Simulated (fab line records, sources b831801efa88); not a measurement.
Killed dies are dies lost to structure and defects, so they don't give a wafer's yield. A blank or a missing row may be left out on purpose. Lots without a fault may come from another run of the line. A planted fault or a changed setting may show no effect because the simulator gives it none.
fab line records | flow sfq_line
record lots=6 wafers=18 last_day=87
route steps=325 shown I1@87 M2@88
lots that met no fault: from a run of the same line without faults
start_h: hours from the record's first day to the start of the lot's first wafer shown | wait_h: hours since the lot's step before | " the same as in the row above | L1.1+2: a row that stands for several wafers | - no value, or no start given | * or withheld: withheld | < > ~ a bound
route shown NAME@n: a module of which the file shows steps, and the number in the route of the first | usual: mean/standard deviation of fault-free wafers | same: alike in all rows | chamber/n: place in a boat | sites: the reading at each site | _std_site: their standard deviation | _edge_site: outer sites' mean less inner sites' | radius_mm: how far each site lies from the wafer's centre | mask NAME#n: copy n | behind: the tool/chamber that last shaped the wafer | hold: why the lot was held/for how many hours/how that ended | device: the transistor (n, p or np) that didn't switch | end of line: the same wafers' tests at the end of the route | a step without rows: its recipe alone | killed: dies lost to structure and defects at the first sort, not the wafer's yield | map: a wafer's dies, x killed, . not, _ none there
set.NAME: the setting as run; set.NAME@STEP: as run at that earlier step | model.NAME: the simulator's own value behind a step, which no gauge read
lots at some steps of the route; a table a step, a row a wafer
services: from which hour (start_h, from the record's first day; less than 0 if before it) a tool's chamber was out of use, for how many hours, and why
## steps
# step SFQ_TRILAYER_I1_VIA_STRIP_SOLV_CLEAN_054
# recipe chemistry=NMP temp_c=70 time_s=600
# step SFQ_TRILAYER_M2_DEP_PRE_CLEAN_056
# recipe gas=Ar time_s=22.5 bias_v=250
# step SFQ_TRILAYER_M2_DEP_SPUTTER_055
# recipe material=Nb base_pressure_pa=1.33e-06 chamber_pressure_pa=0.1333 substrate_temp_c=20 resputter_cathode_voltage_v=400 target_thk_nm=200 power_w=2000 time_s=133.3
# usual cathode_dc_power_W=2000.0/0.33 throttle_valve_pct=29.8/1.2
# columns lot.wafer tool chamber start_h wait_h cathode_dc_power_W throttle_valve_pct
L547.1 pvd_sputter-06 - 581.19 0.0 2000.0 30.5
L547.3 " - " " 2000.4 29.9
L547.5 " - " " 2000.1 30.3
L554.1 pvd_sputter-06 - 654.35 0.0 2000.5 30.3
L554.2 " - " " 2000.1 30.2
L554.4 " - " " 2000.7 27.1
L559.2 pvd_sputter-03 - 698.00 0.0 1999.9 28.5
L559.3 " - " " 2000.1 28.6
L559.4 " - " " 1999.4 29.0
L563.1 pvd_sputter-05 - 728.99 0.0 2000.1 32.0
L563.4 " - " " 2000.2 31.2
L563.5 " - " " 1999.7 31.6
L565.1 pvd_sputter-06 - 770.41 0.0 1999.5 30.0
L565.5 " - " " 2000.1 27.1
L565.6 " - " " 2000.1 30.0
L568.1 pvd_sputter-05 - 787.55 0.0 2000.1 31.9
L568.3 " - " " 2000.3 29.5
L568.4 " - " " 2000.0 31.6
# step SFQ_M2_RS_MEAS_914
# recipe thk_meas_gauge=four-point-probe reads=Nb_of_TRILAYER_M2_DEP_SPUTTER_055
# usual M2_NB_RS=0.885/0.012
# columns lot.wafer tool chamber start_h wait_h M2_NB_RS[ohm/sq]
L547.1 film_metro-04 - 581.28 0.0 0.906
L547.3 " - " " 0.888
L547.5 " - " " 0.884
L554.1 film_metro-03 - 654.44 0.0 0.914
L554.2 " - " " 0.880
L554.4 " - " " 0.885
L559.2 film_metro-02 - 698.11 0.1 0.885
L559.3 " - " " 0.893
L559.4 " - " " 0.895
L563.1 film_metro-04 - 729.08 0.0 0.869
L563.4 " - " " 0.893
L563.5 " - " " 0.869
L565.1 film_metro-03 - 770.50 0.0 0.893
L565.5 " - " " 0.903
L565.6 " - " " 0.893
L568.1 film_metro-04 - 787.64 0.0 0.869
L568.3 " - " " 0.883
L568.4 " - " " 0.866
# step SFQ_TRILAYER_M2_LITHO_COAT_062
# recipe resist=BARC spin_rpm=3000 resist_thk_nm=62
# step SFQ_TRILAYER_M2_LITHO_COAT_057
# recipe resist=KrF spin_rpm=3000 resist_thk_nm=600
# step SFQ_TRILAYER_M2_LITHO_SOFTBAKE_061
# recipe temp_c=withheld time_s=withheld resist=KrF
# step SFQ_TRILAYER_M2_LITHO_EXPOSE_058
# recipe mask_id=M2 na=0.6 source_shape=conventional sigma_outer=0.65 target_cd_nm=500 dose_mj=14.4
# step SFQ_TRILAYER_M2_LITHO_PEB_060
# recipe peb_temp_c=115 peb_time_s=60 resist=KrF
# step SFQ_TRILAYER_M2_LITHO_DEVELOP_059
# recipe time_s=60 resist=KrF
# step SFQ_M2_OVL_MEAS_916
# usual M2_OVL=4/6.5
# columns lot.wafer tool chamber start_h wait_h M2_OVL[nm]
L547.1 overlay-01 - 735.53 0.1 1
L547.3 " - " " 1
L547.5 " - " " 2
L554.1 overlay-02 - 799.98 0.1 10
L554.2 " - " " 10
L554.4 " - " " 12
L559.2 overlay-02 - 843.01 0.1 3
L559.3 " - " " -3
L559.4 " - " " -3
L563.1 overlay-01 - 873.95 0.1 4
L563.4 " - " " -2
L563.5 " - " " 7
L565.1 overlay-02 - 907.55 0.1 -9
L565.5 " - " " -12
L565.6 " - " " 7
L568.1 overlay-02 - 921.95 0.1 5
L568.3 " - " " -2
L568.4 " - " " -2
# step SFQ_TRILAYER_M2_BARC_OPEN_METAL_ETCH_077
# recipe mask_material=PR chemistry=O2 target_depth_nm=125 target=BARC icp_w=600 bias_w=80 pressure_mtorr=10 time_s=41.7
# usual bias_w=80.01/0.23 drypump_motor_current_A=6.01/0.16 oes_product_au=0.685/0.0044 run_length_s=70.20/0.25
# columns lot.wafer tool chamber start_h wait_h bias_w drypump_motor_current_A oes_product_au rf_hours_counter_h run_length_s model.KrF_of_TRILAYER_M2_LITHO_COAT_057.thk_nm
L547.1 rie_metal-01 0 735.57 0.0 80.08 6.08 0.682 47 70.12 520.5
L547.3 " 0 " " 80.00 6.07 0.688 - 70.35 519.9
L547.5 " 1 " " 79.63 6.30 0.688 - 70.52 520.6
L554.1 rie_metal-03 0 800.01 0.0 80.00 5.95 0.689 55 70.42 525.9
L554.2 " 1 " " 79.92 5.94 0.677 121 69.93 524
L554.4 " 0 " " 80.00 5.94 0.678 - 69.97 525
L559.2 rie_metal-01 0 843.04 0.0 80.08 6.14 0.694 62 70.77 522.1
L559.3 " 1 " " - 6.24 0.803 - 63.08 532.7
L559.4 " 0 " " 79.55 6.12 0.689 - 70.03 525.3
L563.1 rie_metal-01 0 873.98 0.0 80.11 6.10 0.683 67 70.18 522.4
L563.4 " 1 " " - 6.25 0.794 - 62.77 533.3
L563.5 " 1 " " - 6.24 0.791 - 63.09 532.6
L565.1 rie_metal-03 0 907.58 0.0 80.12 5.93 0.686 68 70.20 521.9
L565.5 " 0 " " 79.86 5.92 0.688 - 70.19 521.7
L565.6 " 1 " " 79.99 5.97 0.694 - 70.06 522.3
L568.1 rie_metal-02 1 921.98 0.0 80.25 5.76 0.678 50 70.20 524.7
L568.3 " 1 " " 80.33 5.75 0.685 - 70.09 523.9
L568.4 " 0 " " 79.74 5.62 0.694 - 69.80 523.1
# step SFQ_TRILAYER_M2_ETCH_METAL_ETCH_060
# recipe target=Nb stop_on=SiO2 mask_material=PR chemistry=Cl2/Ar target_depth_nm=240 icp_w=600 bias_w=80 pressure_mtorr=10 time_s=120
# usual bias_w=80.01/0.24 drypump_motor_current_A=6.01/0.16 oes_product_au=0.897/0.0085 run_length_s=148.5/0.3
# columns lot.wafer tool chamber start_h wait_h bias_w drypump_motor_current_A oes_product_au rf_hours_counter_h run_length_s model.KrF_of_TRILAYER_M2_LITHO_COAT_057.thk_nm
L547.1 rie_metal-01 0 735.63 0.0 80.04 6.11 0.888 47 148.6 377.5
L547.3 " 0 " " 80.16 6.12 0.891 - 148.6 377
L547.5 " 1 " " 79.95 6.29 0.895 - 148.8 381.6
L554.1 rie_metal-03 0 800.07 0.0 80.01 5.92 0.875 55 148.7 387.6
L554.2 " 1 " " 79.81 5.96 0.905 121 148.7 383
L554.4 " 0 " " 79.78 5.93 0.903 - 148.2 387.6
L559.2 rie_metal-01 0 843.10 0.0 80.18 6.07 0.894 62 148.5 381.4
L559.3 " 1 " " 80.16 6.31 0.897 - 148.5 394.4
L559.4 " 0 " " 79.85 6.08 0.886 - 148.4 382.2
L563.1 rie_metal-01 0 874.04 0.0 79.71 6.08 0.899 67 148.7 380.6
L563.4 " 1 " " 79.68 6.30 0.899 - 148.6 393.5
L563.5 " 1 " " 79.93 6.30 0.910 - 149.2 391.9
L565.1 rie_metal-03 0 907.64 0.0 79.72 5.92 0.890 68 148.7 381.1
L565.5 " 0 " " 80.05 5.94 0.877 - 148.2 380.8
L565.6 " 1 " " 79.76 5.94 0.893 - 148.3 380.3
L568.1 rie_metal-02 1 922.04 0.0 80.52 5.71 0.908 50 148.1 386.7
L568.3 " 1 " " 80.43 5.71 0.895 - 148.6 385.9
L568.4 " 0 " " 80.26 5.62 0.912 - 148.2 382.6
# step SFQ_TRILAYER_M2_STRIP_STRIP_061
# recipe gas=O2 power_w=200 platen_temp_c=40 overash_fraction=0.65 chemistry=O2 pressure_mtorr=50
# usual drypump_motor_current_A=6.01/0.16 oes_product_au=0.997/0.0099
# columns lot.wafer tool chamber start_h wait_h drypump_motor_current_A oes_product_au rf_hours_counter_h
L547.1 rie_metal-01 0 735.75 0.1 6.12 1.006 47
L547.3 " 0 " " 6.09 1.003 -
L547.5 " 1 " " 6.29 0.986 -
L554.1 rie_metal-03 0 800.20 0.1 5.96 0.995 55
L554.2 " 1 " " 5.96 1.003 121
L554.4 " 0 " " 5.93 0.987 -
L559.2 rie_metal-01 0 843.22 0.1 6.15 1.002 62
L559.3 " 1 " " 6.33 0.985 -
L559.4 " 0 " " 6.16 1.009 -
L563.1 rie_metal-01 0 874.17 0.1 6.13 1.008 68
L563.4 " 1 " " 6.29 1.010 -
L563.5 " 1 " " 6.29 1.008 -
L565.1 rie_metal-03 0 907.77 0.1 5.92 1.008 68
L565.5 " 0 " " 5.90 1.001 -
L565.6 " 1 " " 5.95 1.001 -
L568.1 rie_metal-02 1 922.17 0.1 5.72 0.998 50
L568.3 " 1 " " 5.75 0.994 -
L568.4 " 0 " " 5.65 1.004 -
## services
# columns tool chamber start_h hours kind
pvd_sputter-06 - 579.62 1.5 repair
pvd_sputter-05 - 598.12 0.7 repair
pvd_sputter-03 - 606.40 2.3 repair
rie_metal-01 - 612.07 4.3 pm
rie_metal-01 0 625.75 7.0 repair
rie_metal-02 - 657.77 2.6 repair
pvd_sputter-03 - 678.75 1.1 repair
rie_metal-01 - 696.04 2.8 pm
pvd_sputter-06 - 703.47 2.0 repair
pvd_sputter-03 - 735.32 3.1 repair
pvd_sputter-03 - 756.75 25.0 repair
pvd_sputter-05 - 757.85 2.4 repair
pvd_sputter-03 - 768.54 0.8 repair
pvd_sputter-05 1 769.83 - consumable_replace:kit
pvd_sputter-05 1 769.83 18.0 scheduled_down
pvd_sputter-06 - 794.76 4.8 repair
rie_metal-02 - 800.98 2.8 pm
rie_metal-02 1 827.57 4.6 repair
rie_metal-03 - 850.24 2.8 pm
pvd_sputter-06 2 853.52 - consumable_replace:kit
pvd_sputter-06 2 853.52 18.0 scheduled_down
pvd_sputter-06 2 853.52 18.0 vent_cycle
rie_metal-01 - 854.49 0.2 repair
rie_metal-02 - 909.64 1.3 repair
## key
first_sign step=SFQ_TRILAYER_M2_BARC_OPEN_METAL_ETCH_077 reading=run_length_s direction=down sigmas=28 usual=* struck=*
effect step=SFQ_TRILAYER_M2_BARC_OPEN_METAL_ETCH_077 reading=oes_product_au direction=up sigmas=25 usual=0.685 struck=0.796
model_effect step=SFQ_TRILAYER_M2_BARC_OPEN_METAL_ETCH_077 value=KrF_of_TRILAYER_M2_LITHO_COAT_057.thk_nm without=523.6 struck=532.9
model_effect step=SFQ_TRILAYER_M2_ETCH_METAL_ETCH_060 value=KrF_of_TRILAYER_M2_LITHO_COAT_057.thk_nm without=384 struck=393.3
met_at SFQ_TRILAYER_M2_BARC_OPEN_METAL_ETCH_077
struck_wafers L559.3,L563.4,L563.5
onset_between 735.57 843.04
fault kind=process_parameter_drift tool=rie_metal-01 chamber=1 onset_h=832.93 steps=SFQ_TRILAYER_M2_BARC_OPEN_METAL_ETCH_077 channel=time_s offset=* shape=step end_h=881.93 acts_in=* stated=*
